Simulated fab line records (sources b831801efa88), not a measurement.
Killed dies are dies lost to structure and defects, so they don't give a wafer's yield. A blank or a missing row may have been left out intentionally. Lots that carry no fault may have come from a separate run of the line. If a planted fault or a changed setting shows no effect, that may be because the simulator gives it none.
fab line records	flow gf180mcu
record lots=10	wafers=30	last-day=34
route steps=602 shown STI@15 PSD@257 M2@379 V3@434
lots with no fault: from the same line, run without faults
start-h: hours from the record's opening day to when the first of the lot's shown wafers began	wait-h: how many hours have passed since the lot's step before this one	" identical to the entry in the row above	L1.1+2: a row that stands for several wafers	- value missing, or start not given	* or withheld: withheld	< > ~ a bound
route shown NAME@n: names a module that has steps shown in the file, with the first one's number in the route	usual: the fault-free wafers' mean and standard deviation	same: alike in all rows	chamber/n: place in a boat	sites: readings site by site	_std_site: the values' standard deviation	_edge_site: outer sites' mean less inner sites'	radius-mm: for every site, how far away it sits from the centre of the wafer	mask NAME#n: copy n	behind: the most recent tool/chamber to have shaped the wafer	hold: what put the lot on hold/how long, in hours/how the hold closed	device: which transistor (n, p or np) failed to switch	end of line: at the end of the route, the tests of the same wafers	for a step that has no rows: nothing shown but its recipe	killed: count of dies lost to structure and defects at first sort (not the wafer's yield)	map: a wafer's dies, x killed, . not, _ none there
set.NAME: the setting the step ran with; set.NAME@STEP: the setting that earlier step ran with	model.NAME: the simulator's own value behind a step, which no gauge read
steps of the route over a sample of lots; a table a step, a row a wafer
services: from which hour (start-h, from the record's first day; less than 0 if before it) a tool's chamber was out of use, for how many hours, and why
## steps
# step GF_STI_ETCH_14
# recipe target=Si	chemistry=HBr/Cl2/O2	target-depth-nm=360	icp-w=600	bias-w=150	pressure-mtorr=15	HBr_flow_sccm=150	Cl2_flow_sccm=40	O2_flow_sccm=6	time-s=102.9
# usual bias-w=150.0/0.42	drypump-motor-current-A=5.6/0.55	oes-product-au=0.991/0.01	throttle-valve-pct=25.664/0.011
lot.wafer	tool	chamber	start-h	wait-h	bias-w	drypump-motor-current-A	oes-product-au	rf-hours-counter-h	throttle-valve-pct
L605.1	rie-si-01	3	26.28	0.0	149.9	5.8	0.992	72	25.671
L605.2	"	1	"	"	150.1	5.4	0.984	70	25.657
L605.5	"	2	"	"	150.2	6.7	0.994	-	25.659
L607.1	rie-si-02	0	35.53	0.0	150.3	5.5	1.008	125	25.658
L607.3	"	2	"	"	149.4	5.1	0.982	43	25.663
L607.5	"	1	"	"	149.6	4.7	0.995	-	25.663
L609.2	rie-si-01	2	45.83	0.0	149.8	6.7	1.008	25	25.634
L609.3	"	0	"	"	149.6	5.6	0.987	10	25.658
L609.6	"	3	"	"	149.7	5.8	1.003	-	25.660
L610.2	rie-si-01	1	51.53	0.0	150.3	5.4	0.979	71	25.662
L610.4	"	3	"	"	149.4	5.9	0.986	73	25.664
L610.6	"	2	"	"	149.6	6.7	1.006	-	25.656
L612.1	rie-si-01	1	62.87	0.0	149.2	5.4	0.980	71	25.680
L612.2	"	0	"	"	149.6	5.6	0.989	10	25.669
L612.5	"	2	"	"	148.9	6.7	1.007	-	25.642
L619.2	rie-si-02	3	97.43	0.0	149.6	5.4	0.991	91	25.671
L619.4	"	0	"	"	150.0	5.5	1.004	126	25.656
L619.6	"	2	"	"	150.3	5.2	0.983	-	25.682
L620.1	rie-si-01	2	103.54	0.0	150.7	6.7	1.008	26	25.665
L620.3	"	0	"	"	150.4	5.6	0.999	11	25.657
L620.4	"	3	"	"	150.2	5.8	1.006	73	25.651
L623.2	rie-si-02	0	117.93	0.0	150.0	5.5	0.997	126	25.649
L623.3	"	2	"	"	150.4	5.2	0.990	44	25.673
L623.6	"	2	"	"	150.2	5.2	0.993	-	25.660
L625.4	rie-si-02	0	128.77	0.0	150.1	5.5	0.999	126	25.667
L625.5	"	0	"	"	150.6	5.5	0.999	-	25.671
L625.6	"	1	"	"	150.2	4.7	0.986	-	25.671
L628.2	rie-si-01	3	145.59	0.0	150.1	5.8	0.990	74	25.647
L628.3	"	0	"	"	149.7	5.6	0.983	11	25.669
L628.6	"	0	"	"	150.4	5.6	0.982	-	25.682
# step GF_PSD_IMPLANT_09
# recipe species=BF2	energy-kev=40	dose-cm2=1.5e+15	tilt-deg=7
# usual beam-energy-keV=39.999/0.012
lot.wafer	tool	chamber	start-h	wait-h	beam-energy-keV
L605.1	implanter-04	0	319.57	0.0	40.005
L605.2	"	0	"	"	40.019
L605.5	"	0	"	"	40.005
L607.1	implanter-04	0	331.44	0.0	39.992
L607.3	"	0	"	"	39.983
L607.5	"	0	"	"	39.984
L609.2	implanter-03	0	349.44	0.0	39.991
L609.3	"	0	"	"	39.991
L609.6	"	0	"	"	39.989
L610.2	implanter-04	0	359.39	0.0	39.984
L610.4	"	0	"	"	39.996
L610.6	"	0	"	"	39.973
L612.1	implanter-01	0	374.44	0.0	39.984
L612.2	"	0	"	"	39.998
L612.5	"	0	"	"	40.003
L619.2	implanter-04	0	438.66	0.0	52.655
L619.4	"	0	"	"	52.670
L619.6	"	0	"	"	52.653
L620.1	implanter-04	0	446.82	0.0	52.663
L620.3	"	0	"	"	52.667
L620.4	"	0	"	"	52.669
L623.2	implanter-03	0	475.87	0.0	39.993
L623.3	"	0	"	"	40.009
L623.6	"	0	"	"	40.020
L625.4	implanter-03	0	489.57	0.1	39.990
L625.5	"	0	"	"	39.997
L625.6	"	0	"	"	40.008
L628.2	implanter-03	0	516.27	0.0	40.005
L628.3	"	0	"	"	39.998
L628.6	"	0	"	"	39.998
# step GF_PSD_STRIP_10
# recipe chemistry=O2/N2	power-w=1400	pressure-mtorr=1500	platen-temp-c=250	o2-flow-sccm=3000	n2-flow-sccm=300	overash-fraction=0.5
# usual drypump-motor-current-A=5.8/0.38	heater-power-w=328/13	o2-flow-sccm=3000/9.5	oes-product-au=0.592/0.0049	strip-time-to-endpoint-s=16.54/0.033
# same overash-fraction=0.5
lot.wafer	tool	chamber	start-h	wait-h	drypump-motor-current-A	heater-power-w	o2-flow-sccm	oes-product-au	rf-hours-counter-h	strip-time-to-endpoint-s
L605.1	plasma-asher-04	1	319.72	0.1	5.3	330	3001	0.590	65	16.54
L605.2	"	0	"	"	6.3	346	2988	0.589	65	16.55
L605.5	"	0	"	"	6.3	344	2984	0.592	-	16.56
L607.1	plasma-asher-01	1	331.59	0.1	6.0	326	2985	0.591	23	16.56
L607.3	"	0	"	"	5.6	311	2998	0.590	-	16.56
L607.5	"	0	"	"	5.6	304	2994	0.590	-	16.56
L609.2	plasma-asher-04	1	349.56	0.1	5.3	324	3001	0.592	68	16.52
L609.3	"	1	"	"	5.3	325	3001	0.581	-	16.56
L609.6	"	1	"	"	5.3	334	2998	0.593	-	16.52
L610.2	plasma-asher-02	0	359.51	0.1	5.8	327	3008	0.595	53	16.52
L610.4	"	1	"	"	6.3	330	2993	0.587	-	16.49
L610.6	"	1	"	"	6.3	326	3002	0.598	-	16.52
L612.1	plasma-asher-01	1	374.59	0.1	6.0	330	3000	0.588	28	16.54
L612.2	"	0	"	"	5.6	305	3007	0.588	28	16.46
L612.5	"	0	"	"	5.6	305	2997	0.588	-	16.49
L619.2	plasma-asher-02	0	438.78	0.1	5.8	319	3015	0.575	61	17.79
L619.4	"	1	"	"	6.3	335	2992	0.569	-	17.79
L619.6	"	1	"	"	6.3	327	2985	0.560	-	17.77
L620.1	plasma-asher-01	1	446.97	0.1	6.0	337	3006	0.570	36	17.76
L620.3	"	1	"	"	6.0	333	3007	0.566	-	17.79
L620.4	"	0	"	"	5.6	309	2996	0.570	-	17.78
L623.2	plasma-asher-01	1	475.99	0.1	6.0	325	3019	0.590	39	16.59
L623.3	"	0	"	"	5.6	303	2991	0.587	-	16.56
L623.6	"	0	"	"	5.6	304	3011	0.592	-	16.52
L625.4	plasma-asher-01	1	489.67	0.1	6.0	331	2999	0.589	-	16.56
L625.5	"	1	"	"	6.0	330	2999	0.591	-	16.55
L625.6	"	0	"	"	5.6	299	3027	0.598	-	16.48
L628.2	plasma-asher-04	1	516.39	0.1	5.3	320	3011	0.594	9	16.58
L628.3	"	1	"	"	5.3	321	3011	0.584	-	16.55
L628.6	"	0	"	"	6.2	355	2999	0.594	-	16.56
# step GF_PSD_TW_MEAS_11
# usual PSD_TW=3206/15
lot.wafer	tool	chamber	start-h	wait-h	PSD_TW
L605.1	film-metro-02	-	319.82	0.1	3209
L605.2	"	-	"	"	3210
L605.5	"	-	"	"	3215
L607.1	film-metro-01	-	331.69	0.1	3181
L607.3	"	-	"	"	3199
L607.5	"	-	"	"	3188
L609.2	film-metro-01	-	349.67	0.1	3177
L609.3	"	-	"	"	3216
L609.6	"	-	"	"	3181
L610.2	film-metro-01	-	359.62	0.1	3202
L610.4	"	-	"	"	3206
L610.6	"	-	"	"	3193
L612.1	film-metro-02	-	374.69	0.1	3190
L612.2	"	-	"	"	3206
L612.5	"	-	"	"	3217
L619.2	film-metro-04	-	438.89	0.1	3433
L619.4	"	-	"	"	3431
L619.6	"	-	"	"	3445
L620.1	film-metro-01	-	447.07	0.1	3439
L620.3	"	-	"	"	3447
L620.4	"	-	"	"	3454
L623.2	film-metro-01	-	476.10	0.1	3221
L623.3	"	-	"	"	3205
L623.6	"	-	"	"	3196
L625.4	film-metro-01	-	489.77	0.1	3213
L625.5	"	-	"	"	3214
L625.6	"	-	"	"	3216
L628.2	film-metro-04	-	516.50	0.1	3218
L628.3	"	-	"	"	3211
L628.6	"	-	"	"	3208
# step GF_PSD_RS_MEAS_15
# recipe thk-meas-gauge=four-point-probe
# usual PSD_RS=108.6/0.3
lot.wafer	tool	chamber	start-h	wait-h	PSD_RS[ohm/sq]
L605.1	film-metro-04	-	320.13	0.1	108.7
L605.2	"	-	"	"	108.5
L605.5	"	-	"	"	108.7
L607.1	film-metro-04	-	332.00	0.1	108.9
L607.3	"	-	"	"	109.1
L607.5	"	-	"	"	108.6
L609.2	film-metro-04	-	350.00	0.1	108.8
L609.3	"	-	"	"	109.0
L609.6	"	-	"	"	109.0
L610.2	film-metro-02	-	359.95	0.1	108.7
L610.4	"	-	"	"	109.0
L610.6	"	-	"	"	108.7
L612.1	film-metro-04	-	375.01	0.1	108.7
L612.2	"	-	"	"	108.9
L612.5	"	-	"	"	109.0
L619.2	film-metro-04	-	439.22	0.1	97.9
L619.4	"	-	"	"	97.6
L619.6	"	-	"	"	97.6
L620.1	film-metro-01	-	447.39	0.1	97.9
L620.3	"	-	"	"	97.7
L620.4	"	-	"	"	97.9
L623.2	film-metro-01	-	476.42	0.1	108.5
L623.3	"	-	"	"	108.2
L623.6	"	-	"	"	108.3
L625.4	film-metro-01	-	490.12	0.1	108.3
L625.5	"	-	"	"	108.2
L625.6	"	-	"	"	108.4
L628.2	film-metro-02	-	516.83	0.1	108.6
L628.3	"	-	"	"	108.3
L628.6	"	-	"	"	108.3
# step GF_M2_STRIP_17
# recipe chemistry=O2/N2	power-w=1400	pressure-mtorr=1500	platen-temp-c=250	o2-flow-sccm=3000	n2-flow-sccm=300	overash-fraction=0.5
# usual drypump-motor-current-A=5.9/0.41	heater-power-w=334/19	o2-flow-sccm=3000/9.2	oes-product-au=0.558/0.0051	strip-time-to-endpoint-s=7.86/0.043
# same overash-fraction=0.5
lot.wafer	tool	chamber	start-h	wait-h	drypump-motor-current-A	heater-power-w	o2-flow-sccm	oes-product-au	rf-hours-counter-h	strip-time-to-endpoint-s
L605.1	plasma-asher-03	0	438.45	0.1	6.2	383	3007	0.548	83	7.86
L605.2	"	1	"	"	5.4	313	3014	0.559	83	7.87
L605.5	"	0	"	"	6.2	377	2986	0.556	-	7.85
L607.1	plasma-asher-04	1	452.80	0.1	5.3	321	2994	0.555	2	7.84
L607.3	"	0	"	"	6.3	348	2993	0.556	-	7.84
L607.5	"	1	"	"	5.3	321	3012	0.557	-	7.84
L609.2	plasma-asher-02	1	473.16	0.1	6.3	331	2995	0.553	65	7.89
L609.3	"	1	"	"	6.3	333	3011	0.547	-	7.82
L609.6	"	1	"	"	6.3	331	2990	0.551	-	7.86
L610.2	plasma-asher-04	1	483.28	0.1	5.3	317	3000	0.555	5	7.86
L610.4	"	1	"	"	5.3	313	3003	0.561	-	7.84
L610.6	"	0	"	"	6.3	346	2996	0.561	-	7.82
L612.1	plasma-asher-03	0	500.65	0.1	6.2	374	2987	0.556	90	7.97
L612.2	"	1	"	"	5.4	319	3019	0.557	90	7.94
L612.5	"	1	"	"	5.4	315	3000	0.554	-	7.95
L619.2	plasma-asher-02	1	562.80	0.1	6.3	327	2999	0.561	75	7.82
L619.4	"	0	"	"	5.8	323	2995	0.566	-	7.87
L619.6	"	0	"	"	5.8	323	3002	0.565	-	7.84
L620.1	plasma-asher-04	1	567.55	0.1	5.3	317	2990	0.557	13	7.77
L620.3	"	0	"	"	6.2	352	3023	0.546	-	7.81
L620.4	"	1	"	"	5.3	321	3001	0.552	-	7.82
L623.2	plasma-asher-02	1	598.44	0.1	6.3	326	3008	0.549	78	7.87
L623.3	"	0	"	"	5.8	329	3010	0.563	-	7.87
L623.6	"	1	"	"	6.3	327	3003	0.558	-	7.85
L625.4	plasma-asher-04	0	607.70	0.1	6.2	352	2989	0.559	-	7.91
L625.5	"	0	"	"	6.2	347	3005	0.551	-	7.91
L625.6	"	1	"	"	5.3	316	3026	0.565	-	7.91
L628.2	plasma-asher-02	0	630.55	0.1	5.8	324	3012	0.558	81	7.85
L628.3	"	1	"	"	6.3	336	3010	0.557	-	7.84
L628.6	"	1	"	"	6.3	334	3000	0.563	-	7.85
# step GF_V3_BOW_MEAS_05
# recipe mode=bow
# usual V3_BOW=119/8.5
lot.wafer	tool	chamber	start-h	wait-h	V3_BOW[um]
L605.1	film-metro-02	-	490.83	0.2	120
L605.2	"	-	"	"	122
L605.5	"	-	"	"	118
L607.1	film-metro-02	-	505.31	0.2	134
L607.3	"	-	"	"	124
L607.5	"	-	"	"	119
L609.2	film-metro-01	-	525.71	0.2	122
L609.3	"	-	"	"	119
L609.6	"	-	"	"	130
L610.2	film-metro-01	-	533.77	0.1	134
L610.4	"	-	"	"	127
L610.6	"	-	"	"	130
L612.1	film-metro-02	-	551.38	0.2	111
L612.2	"	-	"	"	119
L612.5	"	-	"	"	131
L619.2	film-metro-01	-	608.67	0.2	115
L619.4	"	-	"	"	122
L619.6	"	-	"	"	119
L620.1	film-metro-03	-	613.74	0.2	109
L620.3	"	-	"	"	108
L620.4	"	-	"	"	106
L623.2	film-metro-03	-	646.54	0.2	113
L623.3	"	-	"	"	123
L623.6	"	-	"	"	114
L625.4	film-metro-03	-	651.95	0.3	108
L625.5	"	-	"	"	114
L625.6	"	-	"	"	111
L628.2	film-metro-02	-	673.89	0.2	103
L628.3	"	-	"	"	108
L628.6	"	-	"	"	118
## services
tool	chamber	start-h	hours	kind
plasma-asher-04	-	21.54	7.0	repair
plasma-asher-01	-	108.75	9.0	pm
plasma-asher-04	-	118.19	1.5	repair
implanter-04	-	140.85	2.9	repair
plasma-asher-02	-	142.49	24.3	pm
rie-si-01	2	183.37	2.6	repair
plasma-asher-01	-	231.24	0.7	repair
implanter-04	-	231.37	4.0	pm
implanter-04	-	236.67	2.0	repair
rie-si-01	3	255.05	4.9	repair
implanter-04	-	343.56	0.7	repair
implanter-04	-	360.72	3.7	pm
plasma-asher-04	-	373.39	0.7	repair
implanter-04	-	381.95	5.7	repair
plasma-asher-02	-	383.48	1.4	repair
plasma-asher-02	-	391.55	0.5	repair
plasma-asher-02	-	392.38	0.6	repair
plasma-asher-02	-	399.51	0.5	repair
plasma-asher-04	-	421.25	9.0	pm
implanter-04	-	431.52	6.1	repair
plasma-asher-01	-	433.12	1.1	repair
plasma-asher-04	-	550.29	3.8	repair
rie-si-01	2	575.21	3.3	repair
rie-si-01	-	615.18	0.5	repair
## key
first-sign step=GF_PSD_IMPLANT_09	reading=beam-energy-keV	direction=up	sigmas=99+	usual=39.999	struck=52.663
effect step=GF_PSD_STRIP_10	reading=strip-time-to-endpoint-s	direction=up	sigmas=38	usual=*	struck=*
effect step=GF_PSD_TW_MEAS_11	reading=PSD_TW	direction=up	sigmas=16	usual=3206	struck=3441
effect step=GF_PSD_RS_MEAS_15	reading=PSD_RS	direction=down	sigmas=36	usual=108.6	struck=97.8
met-at GF_PSD_IMPLANT_09
struck-lots L619,L620
tester-left-out L619,L620
not-acting-at GF_STI_ETCH_14,GF_M2_STRIP_17,GF_V3_BOW_MEAS_05
onset-between 359.39 438.66
fault kind=process-parameter-drift	tool=implanter-04	chamber=-	onset-h=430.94	steps=GF_PSD_IMPLANT_09	channel=energy-kev	offset=12.66	shape=step	end-h=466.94	acts-in=these-recipes-only	stated=40
# tester-left-out: of these lots the tester's yield and bins aren't shown, on N5 and GAA mostly nor the transistor test; their killed dies are dies lost to structure and defects alone, not to doping, threshold or leakage, so they don't give the yield
